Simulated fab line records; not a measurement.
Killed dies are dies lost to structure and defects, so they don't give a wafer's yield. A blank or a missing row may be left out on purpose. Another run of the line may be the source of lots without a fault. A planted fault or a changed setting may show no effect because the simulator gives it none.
fab line records + flow gf180mcu
[record]
- lots = 5
- wafers = 15
- last_day = 33
route steps=602 shown HV_LDD@227 NSD@235 PSD@248
lots that met no fault: taken from a fault-free run of the same line
start_h: start of the lot's first displayed wafer, in hours after the record's first day + wait_h: hours elapsed since this lot's preceding step + " identical to the entry in the row above + L1.1+2: one row covering several wafers at once + - either no value or no given start + * or withheld: withheld + < > ~ a bound
route shown NAME@n: NAME is a module with steps in the file, n the number in the route of the first one + usual: the fault-free wafers' mean and standard deviation + same: alike in all rows + chamber/n: place in a boat + sites: the reading at each site + _std_site: how widely they spread, as a standard deviation + _edge_site: inner sites' mean taken away from outer sites' mean + radius_mm: for every site, how far away it sits from the centre of the wafer + mask NAME#n: copy n + behind: tool/chamber where the wafer was last shaped + hold: why the lot went on hold/how many hours it stayed there/how the hold came to an end + device: transistor that didn't switch, given as n, p or np + end of line: tests of these same wafers at the route's end + a step given without rows: its recipe and nothing more + killed: count of dies lost to structure and defects at first sort (not the wafer's yield) + map: a wafer's dies, x killed, . not, _ none there
set.NAME: the setting that was run; set.NAME@STEP: the one run at that earlier step + model.NAME: the simulator's own value behind a step, which no gauge read
certain route steps with their lots: each step a table, each wafer a row
services: when a tool's chamber went out of use (start_h, in hours from the record's first day, below 0 if earlier), for how many hours, and the reason
[[steps]]
[step GF_HV_LDD_CLEAN_51]
[recipe]
- chemistry = SC1/SC2
- mix = 1:4:20
- temp_c = 70
- time_s = 150
- dry = n2_spin
[step GF_HV_LDD_RTA_52]
[recipe]
- temp_c = 1000
- time_s = 10
- ambient = N2
[usual]
- lamp_power_pct = 35.6/1.4
- wafer_temp_C_max = 1007.5/1.3
| lot.wafer | tool          | chamber | start_h | wait_h | lamp_power_pct | wafer_temp_C_max |
|-----------|---------------|---------|---------|--------|----------------|------------------|
| L514.2    | rtp_anneal-02 | 0       | 329.39  | 0.0    | 36.7           | 1009.7           |
| L514.3    | "             | 0       | "       | "      | 36.7           | 1007.1           |
| L514.6    | "             | 0       | "       | "      | 36.7           | 1008.1           |
| L515.3    | rtp_anneal-01 | 0       | 339.20  | 0.0    | 33.9           | 1006.5           |
| L515.5    | "             | 0       | "       | "      | 34.0           | 1008.0           |
| L515.6    | "             | 0       | "       | "      | 33.9           | 1006.2           |
| L522.4    | rtp_anneal-02 | 0       | 388.56  | 0.0    | 36.7           | 1005.4           |
| L522.5    | "             | 0       | "       | "      | 36.7           | 1007.4           |
| L522.6    | "             | 0       | "       | "      | 36.7           | 1005.5           |
| L526.2    | rtp_anneal-01 | 0       | 420.09  | 0.0    | 33.9           | 1008.1           |
| L526.4    | "             | 0       | "       | "      | 34.0           | 1007.9           |
| L526.5    | "             | 0       | "       | "      | 34.0           | 1007.8           |
| L527.1    | rtp_anneal-01 | 0       | 431.15  | 0.0    | 34.0           | 1005.5           |
| L527.2    | "             | 0       | "       | "      | 34.0           | 1008.4           |
| L527.4    | "             | 0       | "       | "      | 34.0           | 1008.4           |
[step GF_HV_LDD_RS_MEAS_53]
[recipe]
- thk_meas_gauge = four-point-probe
[usual]
- HV_LDD_RS = 418.6/0.93
| lot.wafer | tool          | chamber | start_h | wait_h | HV_LDD_RS[ohm/sq] |
|-----------|---------------|---------|---------|--------|-------------------|
| L514.2    | film_metro-01 | -       | 329.47  | 0.1    | 418.2             |
| L514.3    | "             | -       | "       | "      | 418.7             |
| L514.6    | "             | -       | "       | "      | 417.5             |
| L515.3    | film_metro-01 | -       | 339.29  | 0.1    | 417.9             |
| L515.5    | "             | -       | "       | "      | 419.4             |
| L515.6    | "             | -       | "       | "      | 419.3             |
| L522.4    | film_metro-01 | -       | 388.66  | 0.1    | 419.0             |
| L522.5    | "             | -       | "       | "      | 419.8             |
| L522.6    | "             | -       | "       | "      | 418.0             |
| L526.2    | film_metro-03 | -       | 420.17  | 0.1    | 420.8             |
| L526.4    | "             | -       | "       | "      | 420.1             |
| L526.5    | "             | -       | "       | "      | 419.5             |
| L527.1    | film_metro-03 | -       | 431.22  | 0.1    | 419.4             |
| L527.2    | "             | -       | "       | "      | 420.4             |
| L527.4    | "             | -       | "       | "      | 419.1             |
[step GF_HV_LDD_CVD_54]
[recipe]
- material = SiO2
- target_thk_nm = 10
- precursor = TEOS
- temp_c = 680
- time_s = 75
- pressure_mtorr = 400
[step GF_HV_LDD_THK_MEAS_55]
[recipe]
- reads = SiO2_of_HV_LDD_CVD_54
[usual]
- HV_LDD_CVD_54_THK = 9.96/0.13
| lot.wafer | tool          | chamber | start_h | wait_h | HV_LDD_CVD_54_THK[nm] |
|-----------|---------------|---------|---------|--------|-----------------------|
| L514.2    | film_metro-04 | -       | 330.60  | 0.0    | 9.80                  |
| L514.3    | "             | -       | "       | "      | 9.87                  |
| L514.6    | "             | -       | "       | "      | 9.93                  |
| L515.3    | film_metro-04 | -       | 340.41  | 0.0    | 10.15                 |
| L515.5    | "             | -       | "       | "      | 10.22                 |
| L515.6    | "             | -       | "       | "      | 10.18                 |
| L522.4    | film_metro-03 | -       | 389.77  | 0.0    | 9.91                  |
| L522.5    | "             | -       | "       | "      | 9.92                  |
| L522.6    | "             | -       | "       | "      | 9.94                  |
| L526.2    | film_metro-04 | -       | 421.71  | 0.0    | 9.81                  |
| L526.4    | "             | -       | "       | "      | 9.96                  |
| L526.5    | "             | -       | "       | "      | 9.91                  |
| L527.1    | film_metro-01 | -       | 432.36  | 0.0    | 9.99                  |
| L527.2    | "             | -       | "       | "      | 9.82                  |
| L527.4    | "             | -       | "       | "      | 9.89                  |
[step GF_HV_LDD_CVD_56]
[recipe]
- material = Si3N4
- precursor = DCS/NH3
- target_thk_nm = 90
- temp_c = 770
- time_s = 1543
- pressure_mtorr = 250
[step GF_HV_LDD_THK_MEAS_57]
[recipe]
- reads = Si3N4_of_HV_LDD_CVD_56
[usual]
- HV_LDD_CVD_56_THK = 89.7/0.72
| lot.wafer | tool          | chamber | start_h | wait_h | HV_LDD_CVD_56_THK[nm] |
|-----------|---------------|---------|---------|--------|-----------------------|
| L514.2    | film_metro-04 | -       | 332.09  | 0.0    | 89.1                  |
| L514.3    | "             | -       | "       | "      | 89.0                  |
| L514.6    | "             | -       | "       | "      | 88.2                  |
| L515.3    | film_metro-01 | -       | 341.90  | 0.0    | 88.9                  |
| L515.5    | "             | -       | "       | "      | 88.7                  |
| L515.6    | "             | -       | "       | "      | 88.7                  |
| L522.4    | film_metro-01 | -       | 391.26  | 0.0    | 89.8                  |
| L522.5    | "             | -       | "       | "      | 90.1                  |
| L522.6    | "             | -       | "       | "      | 89.1                  |
| L526.2    | film_metro-03 | -       | 423.20  | 0.0    | 89.7                  |
| L526.4    | "             | -       | "       | "      | 90.0                  |
| L526.5    | "             | -       | "       | "      | 89.5                  |
| L527.1    | film_metro-03 | -       | 433.85  | 0.0    | 90.5                  |
| L527.2    | "             | -       | "       | "      | 90.7                  |
| L527.4    | "             | -       | "       | "      | 89.2                  |
[step GF_HV_LDD_ETCHBACK_58]
[recipe]
- chemistry = CH3F/O2
- target = Si3N4
- stop_on = SiO2
- source_w = 400
- bias_w = 80
- pressure_mtorr = 25
- ch3f_flow_sccm = 40
- O2_flow_sccm = 30
- time_s = 100
- target_depth_a = 900
[usual]
- O2_flow_sccm = 30.00/0.086
- chamber_pressure_mTorr = 25.00/0.032
- drypump_motor_current_A = 5.8/0.32
- oes_product_au = 0.841/0.0057
- throttle_valve_pct = 10.561/0.0086
| lot.wafer | tool        | chamber | start_h | wait_h | O2_flow_sccm | chamber_pressure_mTorr | drypump_motor_current_A | oes_product_au | rf_hours_counter_h | throttle_valve_pct |
|-----------|-------------|---------|---------|--------|--------------|------------------------|-------------------------|----------------|--------------------|--------------------|
| L514.2    | rie_diel-04 | 2       | 332.14  | 0.0    | 30.05        | 25.00                  | 5.9                     | 0.837          | 62                 | 10.563             |
| L514.3    | "           | 0       | "       | "      | 29.94        | 25.04                  | 6.0                     | 0.839          | 5                  | 10.555             |
| L514.6    | "           | 2       | "       | "      | 30.14        | 24.99                  | 5.9                     | 0.832          | -                  | 10.574             |
| L515.3    | rie_diel-03 | 0       | 341.94  | 0.0    | 29.78        | 25.01                  | 5.3                     | 0.834          | 80                 | 10.549             |
| L515.5    | "           | 0       | "       | "      | 29.83        | 25.04                  | 5.3                     | 0.832          | -                  | 10.557             |
| L515.6    | "           | 1       | "       | "      | 30.14        | 25.02                  | 6.1                     | 0.827          | -                  | 10.570             |
| L522.4    | rie_diel-04 | 3       | 391.29  | 0.0    | 29.93        | 24.98                  | 6.0                     | 0.845          | 74                 | 10.562             |
| L522.5    | "           | 2       | "       | "      | 29.99        | 25.01                  | 5.9                     | 0.840          | -                  | 10.565             |
| L522.6    | "           | 3       | "       | "      | 29.88        | 25.01                  | 6.0                     | 0.828          | -                  | 10.558             |
| L526.2    | rie_diel-02 | 2       | 423.25  | 0.0    | 29.92        | 24.99                  | 5.3                     | 0.834          | 3                  | 10.531             |
| L526.4    | "           | 3       | "       | "      | 29.90        | 24.98                  | 5.5                     | 0.846          | 76                 | 10.558             |
| L526.5    | "           | 3       | "       | "      | 30.03        | 25.04                  | 5.5                     | 0.839          | -                  | 10.547             |
| L527.1    | rie_diel-04 | 2       | 433.91  | 0.1    | 30.10        | 24.98                  | 5.9                     | 0.844          | 64                 | 10.568             |
| L527.2    | "           | 3       | "       | "      | 30.05        | 24.97                  | 6.0                     | 0.847          | 75                 | 10.565             |
| L527.4    | "           | 1       | "       | "      | 29.98        | 24.98                  | 5.5                     | 0.837          | 78                 | 10.561             |
[step GF_NSD_DEHYDRATE_00]
[recipe]
- temp_c = 200
- time_s = 60
[step GF_NSD_HMDS_01]
[recipe]
- prime_time_s = 60
- prime_temp_c = 120
[step GF_NSD_COAT_02]
[recipe]
- resist = NOVOLAK
- spin_rpm = 3000
- resist_thk_nm = 1000
[step GF_NSD_SOFTBAKE_03]
[recipe]
- temp_c = 90
- time_s = 60
- resist = NOVOLAK
[step GF_NSD_EXPOSE_04]
[recipe]
- mask_id = Nplus
- target_cd_nm = 400
- na = 0.6
- source_shape = conventional
- sigma_outer = 0.6
- dose_mj = 140
[usual]
- stage_vel_mm_s = 500.01/0.23
| lot.wafer | tool             | chamber | start_h | wait_h | mask    | stage_vel_mm_s |
|-----------|------------------|---------|---------|--------|---------|----------------|
| L514.2    | iline_stepper-02 | 0       | 343.17  | -      | Pplus#0 | 500.03         |
| L514.3    | "                | 0       | "       | "      | Pplus#0 | 500.20         |
| L514.6    | "                | 0       | "       | "      | Pplus#0 | 499.99         |
| L515.3    | iline_stepper-02 | 0       | 352.82  | -      | Nplus#0 | 500.01         |
| L515.5    | "                | 0       | "       | "      | Nplus#0 | 500.06         |
| L515.6    | "                | 0       | "       | "      | Nplus#0 | 500.38         |
| L522.4    | iline_stepper-01 | 0       | 403.20  | -      | Nplus#0 | 500.26         |
| L522.5    | "                | 0       | "       | "      | Nplus#0 | 499.69         |
| L522.6    | "                | 0       | "       | "      | Nplus#0 | 499.67         |
| L526.2    | iline_stepper-01 | 0       | 435.35  | -      | Nplus#0 | 500.15         |
| L526.4    | "                | 0       | "       | "      | Nplus#0 | 499.96         |
| L526.5    | "                | 0       | "       | "      | Nplus#0 | 499.97         |
| L527.1    | iline_stepper-01 | 0       | 446.07  | -      | Nplus#0 | 499.93         |
| L527.2    | "                | 0       | "       | "      | Nplus#0 | 499.85         |
| L527.4    | "                | 0       | "       | "      | Nplus#0 | 499.95         |
[step GF_NSD_PEB_05]
[recipe]
- temp_c = withheld
- time_s = *
- resist = NOVOLAK
[step GF_NSD_DEVELOP_06]
[recipe]
- develop_time_s = 60
- dev_temp_c = 23
[step GF_NSD_CD_MEAS_07]
[recipe]
- target_cd_nm = 400
[usual]
- cd_nm = 400.1/2.8
| lot.wafer | tool      | chamber | start_h | wait_h | cd_nm |
|-----------|-----------|---------|---------|--------|-------|
| L514.2    | cd_sem-02 | -       | 353.45  | 0.1    | -     |
| L514.3    | "         | -       | "       | "      | -     |
| L514.6    | "         | -       | "       | "      | -     |
| L515.3    | cd_sem-01 | -       | 363.67  | 0.1    | 401.6 |
| L515.5    | "         | -       | "       | "      | 402.0 |
| L515.6    | "         | -       | "       | "      | 402.3 |
| L522.4    | cd_sem-02 | -       | 414.29  | 0.1    | 400.2 |
| L522.5    | "         | -       | "       | "      | 399.5 |
| L522.6    | "         | -       | "       | "      | 397.6 |
| L526.2    | cd_sem-01 | -       | 447.30  | 0.1    | 401.5 |
| L526.4    | "         | -       | "       | "      | 400.8 |
| L526.5    | "         | -       | "       | "      | 402.2 |
| L527.1    | cd_sem-02 | -       | 457.78  | 0.1    | 403.7 |
| L527.2    | "         | -       | "       | "      | 402.8 |
| L527.4    | "         | -       | "       | "      | 403.3 |
[step GF_NSD_OVL_MEAS_08]
[usual]
- NSD_OVL = 0.2/1.1
| lot.wafer | tool       | chamber | start_h | wait_h | NSD_OVL[nm] |
|-----------|------------|---------|---------|--------|-------------|
| L514.2    | overlay-01 | -       | 353.55  | 0.1    | -           |
| L514.3    | "          | -       | "       | "      | -           |
| L514.6    | "          | -       | "       | "      | -           |
| L515.3    | overlay-01 | -       | 363.76  | 0.1    | -0.2        |
| L515.5    | "          | -       | "       | "      | -1.1        |
| L515.6    | "          | -       | "       | "      | -0.7        |
| L522.4    | overlay-01 | -       | 414.37  | 0.1    | 0.4         |
| L522.5    | "          | -       | "       | "      | 1.0         |
| L522.6    | "          | -       | "       | "      | -0.6        |
| L526.2    | overlay-01 | -       | 447.40  | 0.1    | -0.4        |
| L526.4    | "          | -       | "       | "      | 0.6         |
| L526.5    | "          | -       | "       | "      | 1.9         |
| L527.1    | overlay-01 | -       | 457.90  | 0.1    | 1.1         |
| L527.2    | "          | -       | "       | "      | 1.6         |
| L527.4    | "          | -       | "       | "      | 0.4         |
[step GF_NSD_IMPLANT_09]
[recipe]
- species = As
- energy_kev = 60
- dose_cm2 = 4e+15
- tilt_deg = 7
[step GF_NSD_IMPLANT_10]
[recipe]
- species = P
- energy_kev = 40
- dose_cm2 = 5e+14
- tilt_deg = 7
[step GF_NSD_STRIP_11]
[recipe]
- chemistry = O2/N2
- power_w = 1400
- pressure_mtorr = 1500
- platen_temp_c = 250
- o2_flow_sccm = 3000
- n2_flow_sccm = 300
- overash_fraction = 0.5
[usual]
- chamber_pressure_mTorr = 1500.0/1.3
- drypump_motor_current_A = 5.6/0.41
- heater_power_w = 329/31
- oes_product_au = 0.487/0.0045
- platen_temp_c = 249.99/0.19
- strip_time_to_endpoint_s = 22.95/0.046
| lot.wafer | tool            | chamber | start_h | wait_h | chamber_pressure_mTorr | drypump_motor_current_A | heater_power_w | oes_product_au | platen_temp_c | rf_hours_counter_h | strip_time_to_endpoint_s |
|-----------|-----------------|---------|---------|--------|------------------------|-------------------------|----------------|----------------|---------------|--------------------|--------------------------|
| L514.2    | plasma_asher-01 | 1       | 353.88  | 0.1    | 1501.7                 | 5.4                     | 296            | 0.486          | 250.11        | 24                 | 22.97                    |
| L514.3    | "               | 1       | "       | "      | 1499.0                 | 5.4                     | 291            | 0.489          | 249.75        | -                  | 22.97                    |
| L514.6    | "               | 1       | "       | "      | 1499.3                 | 5.4                     | 292            | 0.490          | 249.49        | -                  | 22.97                    |
| L515.3    | plasma_asher-01 | 0       | 364.12  | 0.1    | 1499.9                 | 5.7                     | 349            | 0.487          | 250.10        | -                  | 22.96                    |
| L515.5    | "               | 0       | "       | "      | 1499.5                 | 5.7                     | 349            | 0.486          | 250.03        | -                  | 22.94                    |
| L515.6    | "               | 1       | "       | "      | 1501.5                 | 5.4                     | 300            | 0.490          | 249.79        | -                  | 22.95                    |
| L522.4    | plasma_asher-03 | 1       | 414.72  | 0.1    | 1502.0                 | 5.8                     | 336            | 0.486          | 250.22        | -                  | 22.96                    |
| L522.5    | "               | 0       | "       | "      | 1500.3                 | 4.8                     | 332            | 0.491          | 249.81        | -                  | 22.96                    |
| L522.6    | "               | 1       | "       | "      | 1499.8                 | 5.8                     | 329            | 0.487          | 249.84        | -                  | 22.96                    |
| L526.2    | plasma_asher-04 | 0       | 447.73  | 0.1    | 1502.7                 | 5.9                     | 293            | 0.490          | 250.10        | 65                 | 22.93                    |
| L526.4    | "               | 0       | "       | "      | 1498.6                 | 5.9                     | 285            | 0.485          | 249.86        | -                  | 22.94                    |
| L526.5    | "               | 1       | "       | "      | 1502.0                 | 6.0                     | 374            | 0.485          | 249.75        | -                  | 22.97                    |
| L527.1    | plasma_asher-04 | 1       | 458.24  | 0.1    | 1498.6                 | 6.0                     | 366            | 0.486          | 250.00        | 66                 | 22.93                    |
| L527.2    | "               | 0       | "       | "      | 1498.1                 | 5.9                     | 288            | 0.483          | 250.03        | 66                 | 22.97                    |
| L527.4    | "               | 1       | "       | "      | 1497.7                 | 6.0                     | 376            | 0.492          | 249.83        | -                  | 22.97                    |
[step GF_NSD_TW_MEAS_12]
[usual]
- NSD_TW = 4262/65
| lot.wafer | tool          | chamber | start_h | wait_h | NSD_TW |
|-----------|---------------|---------|---------|--------|--------|
| L514.2    | film_metro-02 | -       | 353.99  | 0.1    | 30     |
| L514.3    | "             | -       | "       | "      | 30     |
| L514.6    | "             | -       | "       | "      | 30     |
| L515.3    | film_metro-04 | -       | 364.20  | 0.1    | 4232   |
| L515.5    | "             | -       | "       | "      | 4243   |
| L515.6    | "             | -       | "       | "      | 4243   |
| L522.4    | film_metro-03 | -       | 414.82  | 0.1    | 4346   |
| L522.5    | "             | -       | "       | "      | 4354   |
| L522.6    | "             | -       | "       | "      | 4341   |
| L526.2    | film_metro-03 | -       | 447.84  | 0.1    | 4400   |
| L526.4    | "             | -       | "       | "      | 4357   |
| L526.5    | "             | -       | "       | "      | 4374   |
| L527.1    | film_metro-02 | -       | 458.34  | 0.1    | 4217   |
| L527.2    | "             | -       | "       | "      | 4221   |
| L527.4    | "             | -       | "       | "      | 4211   |
[step GF_PSD_DEHYDRATE_00]
[recipe]
- temp_c = 200
- time_s = 60
[step GF_PSD_HMDS_01]
[recipe]
- prime_time_s = 60
- prime_temp_c = 120
[step GF_PSD_COAT_02]
[recipe]
- resist = NOVOLAK
- spin_rpm = 3000
- resist_thk_nm = 1000
[step GF_PSD_SOFTBAKE_03]
[recipe]
- temp_c = 90
- time_s = 60
- resist = NOVOLAK
[step GF_PSD_EXPOSE_04]
[recipe]
- mask_id = Pplus
- target_cd_nm = 400
- na = 0.6
- source_shape = conventional
- sigma_outer = 0.6
- dose_mj = 140
[step GF_PSD_PEB_05]
[recipe]
- temp_c = withheld
- time_s = *
- resist = NOVOLAK
[step GF_PSD_DEVELOP_06]
[recipe]
- develop_time_s = 60
- dev_temp_c = 23
[step GF_PSD_CD_MEAS_07]
[recipe]
- target_cd_nm = 400
[usual]
- cd_nm = 399.8/2.4
| lot.wafer | tool      | chamber | start_h | wait_h | cd_nm |
|-----------|-----------|---------|---------|--------|-------|
| L514.2    | cd_sem-01 | -       | 375.90  | 0.1    | 405.2 |
| L514.3    | "         | -       | "       | "      | 403.7 |
| L514.6    | "         | -       | "       | "      | 401.4 |
| L515.3    | cd_sem-02 | -       | 386.45  | 0.1    | 393.2 |
| L515.5    | "         | -       | "       | "      | 395.5 |
| L515.6    | "         | -       | "       | "      | 395.6 |
| L522.4    | cd_sem-01 | -       | 439.04  | 0.1    | 398.1 |
| L522.5    | "         | -       | "       | "      | 397.2 |
| L522.6    | "         | -       | "       | "      | 398.5 |
| L526.2    | cd_sem-01 | -       | 471.83  | 0.1    | 397.7 |
| L526.4    | "         | -       | "       | "      | 397.9 |
| L526.5    | "         | -       | "       | "      | 401.3 |
| L527.1    | cd_sem-02 | -       | 482.07  | 0.1    | 404.1 |
| L527.2    | "         | -       | "       | "      | 402.2 |
| L527.4    | "         | -       | "       | "      | 403.5 |
[step GF_PSD_OVL_MEAS_08]
[usual]
- PSD_OVL = 0.0/1.3
| lot.wafer | tool       | chamber | start_h | wait_h | PSD_OVL[nm] |
|-----------|------------|---------|---------|--------|-------------|
| L514.2    | overlay-02 | -       | 376.00  | 0.1    | 1.6         |
| L514.3    | "          | -       | "       | "      | 0.1         |
| L514.6    | "          | -       | "       | "      | 0.2         |
| L515.3    | overlay-01 | -       | 386.55  | 0.1    | 1.2         |
| L515.5    | "          | -       | "       | "      | 2.1         |
| L515.6    | "          | -       | "       | "      | 0.0         |
| L522.4    | overlay-02 | -       | 439.12  | 0.1    | 0.4         |
| L522.5    | "          | -       | "       | "      | 0.1         |
| L522.6    | "          | -       | "       | "      | 1.1         |
| L526.2    | overlay-02 | -       | 471.94  | 0.1    | -1.6        |
| L526.4    | "          | -       | "       | "      | -0.9        |
| L526.5    | "          | -       | "       | "      | 0.4         |
| L527.1    | overlay-01 | -       | 482.19  | 0.1    | -0.3        |
| L527.2    | "          | -       | "       | "      | 1.8         |
| L527.4    | "          | -       | "       | "      | -0.8        |
[step GF_PSD_IMPLANT_09]
[recipe]
- species = BF2
- energy_kev = 40
- dose_cm2 = 1.5e+15
- tilt_deg = 7
[step GF_PSD_STRIP_10]
[recipe]
- chemistry = O2/N2
- power_w = 1400
- pressure_mtorr = 1500
- platen_temp_c = 250
- o2_flow_sccm = 3000
- n2_flow_sccm = 300
- overash_fraction = 0.5
[usual]
- chamber_pressure_mTorr = 1500.2/1.4
- drypump_motor_current_A = 5.4/0.58
- heater_power_w = 324/26
- oes_product_au = 0.592/0.0047
- platen_temp_c = 250.00/0.16
- strip_time_to_endpoint_s = 16.50/0.046
| lot.wafer | tool            | chamber | start_h | wait_h | chamber_pressure_mTorr | drypump_motor_current_A | heater_power_w | oes_product_au | platen_temp_c | rf_hours_counter_h | strip_time_to_endpoint_s |
|-----------|-----------------|---------|---------|--------|------------------------|-------------------------|----------------|----------------|---------------|--------------------|--------------------------|
| L514.2    | plasma_asher-01 | 1       | 376.18  | 0.1    | 1498.6                 | 5.4                     | 299            | 0.593          | 249.93        | 26                 | 16.51                    |
| L514.3    | "               | 1       | "       | "      | 1502.6                 | 5.4                     | 298            | 0.592          | 249.98        | -                  | 16.55                    |
| L514.6    | "               | 1       | "       | "      | 1502.0                 | 5.4                     | 306            | 0.597          | 250.35        | -                  | 16.58                    |
| L515.3    | plasma_asher-02 | 0       | 386.75  | 0.1    | 1499.9                 | 6.4                     | 354            | 0.596          | 249.86        | -                  | 16.49                    |
| L515.5    | "               | 0       | "       | "      | 1499.2                 | 6.3                     | 353            | 0.590          | 249.86        | -                  | 16.47                    |
| L515.6    | "               | 1       | "       | "      | 1499.6                 | 4.7                     | 291            | 0.590          | 249.97        | -                  | 16.49                    |
| L522.4    | plasma_asher-03 | 1       | 439.32  | 0.1    | 1501.4                 | 5.8                     | 328            | 0.594          | 250.03        | -                  | 16.48                    |
| L522.5    | "               | 1       | "       | "      | 1500.0                 | 5.8                     | 337            | 0.601          | 249.93        | -                  | 16.48                    |
| L522.6    | "               | 0       | "       | "      | 1499.7                 | 4.8                     | 320            | 0.588          | 250.17        | -                  | 16.46                    |
| L526.2    | plasma_asher-01 | 1       | 472.12  | 0.1    | 1499.5                 | 5.4                     | 283            | 0.597          | 249.89        | 36                 | 16.52                    |
| L526.4    | "               | 0       | "       | "      | 1499.3                 | 5.7                     | 347            | 0.592          | 250.05        | -                  | 16.54                    |
| L526.5    | "               | 0       | "       | "      | 1499.0                 | 5.7                     | 347            | 0.599          | 249.86        | -                  | 16.54                    |
| L527.1    | plasma_asher-02 | 1       | 482.38  | 0.1    | 1501.2                 | 4.7                     | 266            | 0.588          | 249.86        | 5                  | 16.48                    |
| L527.2    | "               | 0       | "       | "      | 1499.5                 | 6.4                     | 349            | 0.589          | 250.30        | 5                  | 16.55                    |
| L527.4    | "               | 0       | "       | "      | 1500.1                 | 6.4                     | 357            | 0.601          | 250.36        | -                  | 16.49                    |
[step GF_PSD_TW_MEAS_11]
[usual]
- PSD_TW = 3176/55
| lot.wafer | tool          | chamber | start_h | wait_h | PSD_TW |
|-----------|---------------|---------|---------|--------|--------|
| L514.2    | film_metro-04 | -       | 376.29  | 0.1    | 4238   |
| L514.3    | "             | -       | "       | "      | 4217   |
| L514.6    | "             | -       | "       | "      | 4242   |
| L515.3    | film_metro-02 | -       | 386.84  | 0.1    | 3184   |
| L515.5    | "             | -       | "       | "      | 3188   |
| L515.6    | "             | -       | "       | "      | 3199   |
| L522.4    | film_metro-04 | -       | 439.42  | 0.1    | 3103   |
| L522.5    | "             | -       | "       | "      | 3113   |
| L522.6    | "             | -       | "       | "      | 3128   |
| L526.2    | film_metro-03 | -       | 472.23  | 0.1    | 3247   |
| L526.4    | "             | -       | "       | "      | 3264   |
| L526.5    | "             | -       | "       | "      | 3252   |
| L527.1    | film_metro-02 | -       | 482.48  | 0.1    | 3131   |
| L527.2    | "             | -       | "       | "      | 3176   |
| L527.4    | "             | -       | "       | "      | 3162   |
[step GF_PSD_CLEAN_12]
[recipe]
- chemistry = SC1/SC2
- mix = 1:4:20
- temp_c = 70
- time_s = 150
- dry = n2_spin
[[services]]
| tool             | chamber | start_h | hours | kind        |
|------------------|---------|---------|-------|-------------|
| plasma_asher-04  | -       | 306.73  | 2.8   | pm          |
| rie_diel-02      | 2       | 336.98  | 3.3   | repair      |
| plasma_asher-01  | -       | 339.92  | 7.9   | repair      |
| rtp_anneal-01    | -       | 357.45  | 2.7   | pm          |
| rie_diel-02      | 0       | 362.12  | 4.6   | repair      |
| iline_stepper-01 | -       | 363.61  | 1.7   | pm          |
| rie_diel-02      | -       | 369.02  | 4.3   | pm          |
| plasma_asher-02  | -       | 374.75  | 2.8   | pm          |
| plasma_asher-02  | -       | 380.45  | 3.6   | repair      |
| plasma_asher-03  | -       | 384.97  | 3.7   | repair      |
| plasma_asher-02  | -       | 387.60  | 4.4   | repair      |
| plasma_asher-02  | -       | 397.33  | 5.2   | repair      |
| iline_stepper-02 | 0       | 397.41  | -     | calibration |
| iline_stepper-01 | 0       | 407.89  | -     | calibration |
| plasma_asher-02  | -       | 421.25  | 9.0   | pm          |
| plasma_asher-02  | 0       | 421.25  | 9.0   | vent_cycle  |
| plasma_asher-02  | 1       | 421.25  | 9.0   | vent_cycle  |
| plasma_asher-02  | 0       | 430.25  | -     | clean       |
| plasma_asher-02  | 1       | 430.25  | -     | clean       |
| iline_stepper-02 | -       | 446.83  | 1.7   | pm          |
| plasma_asher-04  | -       | 451.78  | 1.6   | repair      |
| rie_diel-02      | -       | 454.93  | 0.7   | repair      |
| plasma_asher-03  | -       | 461.27  | 3.1   | repair      |
| iline_stepper-01 | -       | 475.03  | 5.1   | repair      |
[[key]]
[first_sign]
- step = GF_NSD_EXPOSE_04
- reading = mask
- direction = changed
[effect]
- step = GF_NSD_CD_MEAS_07
- reading = cd_nm
- direction = missing
[effect]
- step = GF_NSD_OVL_MEAS_08
- reading = NSD_OVL
- direction = missing
[effect]
- step = GF_NSD_TW_MEAS_12
- reading = NSD_TW
- direction = down
- sigmas = 65
- usual = 4262
- struck = 30
[effect]
- step = GF_PSD_TW_MEAS_11
- reading = PSD_TW
- direction = up
- sigmas = 19
- usual = 3176
- struck = 4232
met_at GF_NSD_EXPOSE_04
struck_wafers L514.2,L514.3,L514.6
sort_left_out L514.2,L514.3,L514.6
tester_left_out L514
[fault]
- kind = wrong_mask
- tool = any
- chamber = -
- onset_h = 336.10
- steps = GF_NSD_EXPOSE_04
- aux_copy = Pplus#0
- scope = struck_lots_only
// tester_left_out: of these lots the tester's yield and bins aren't shown, on N5 and GAA mostly nor the transistor test; their killed dies are dies lost to structure and defects alone, not to doping, threshold or leakage, so they don't give the yield
// sort_left_out: the simulated sort isn't trusted on such a fault, so these wafers' sort isn't shown, and their yield isn't known
